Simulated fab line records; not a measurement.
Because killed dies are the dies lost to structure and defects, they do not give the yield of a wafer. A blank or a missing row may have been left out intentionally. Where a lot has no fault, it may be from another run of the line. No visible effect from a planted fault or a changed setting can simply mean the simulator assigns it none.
Which tool did it? -- flow gf180mcu -- 6 lots, 18 wafers sampled, at 3 steps of a route of 602

## WHAT THE GAUGES READ, wafer by wafer
GF_DUAL_GATE_THK_MEAS_03.
lot,measured,on,DUAL_GATE_OXIDATION_00_THK (nm)
L270,day 8 08:26,film-metro-03,10.94 10.78 11.05
L271,day 8 14:23,film-metro-03,10.70 10.92 10.74
L275,day 9 12:57,film-metro-01,11.00 10.75 10.94
L283,day 11 21:45,film-metro-01,11.06 11.27 10.99
L285,day 12 15:32,film-metro-04,10.96 11.06 10.94
L288,day 13 10:58,film-metro-03,11.10 10.82 11.11

## WHICH TOOL RAN EACH LOT (tool, then ch and the chambers of the sampled wafers, then the start)
lot,GF_NWELL_COAT_02,GF_NWELL_STRIP_10
L270,"litho-track-01 ch 0, day 3 18:16","plasma-asher-02 ch 0,1, day 4 01:25"
L271,"litho-track-02 ch 0, day 3 21:17","plasma-asher-03 ch 0,1, day 4 04:22"
L275,"litho-track-02 ch 0, day 4 15:29","plasma-asher-03 ch 0,1, day 4 22:39"
L283,"litho-track-01 ch 0, day 6 11:01","plasma-asher-02 ch 0,1, day 6 18:21"
L285,"litho-track-03 ch 0, day 6 22:47","plasma-asher-01 ch 0,1, day 7 06:51"
L288,"litho-track-02 ch 0, day 7 13:18","plasma-asher-03 ch 0,1, day 7 21:52"
- GF_NWELL_COAT_02: resist thk 3000 nm.
- GF_NWELL_STRIP_10: strips in O2/N2.

## THE ANSWER, worked out from the rows above alone
Rule: the lots themselves supply what counts as usual. Put in order of their means at a reading, lots are off if they are a third of the lots or fewer, leave a main group of 4 or more, and stand apart from it by a gap of 3 or more times the standard deviation of the main group's means; of several such gaps the widest counts. A main group is skipped when, at the precision printed for the reading in the tables above, its means are all equal. A lot without any number at a reading at which 4 lots or more have one is off too. All remaining lots with rows at the step are treated as sound.
Nothing can be told from this: no lot is off at any reading shown.

## WHAT THE SIMULATOR PUT IN
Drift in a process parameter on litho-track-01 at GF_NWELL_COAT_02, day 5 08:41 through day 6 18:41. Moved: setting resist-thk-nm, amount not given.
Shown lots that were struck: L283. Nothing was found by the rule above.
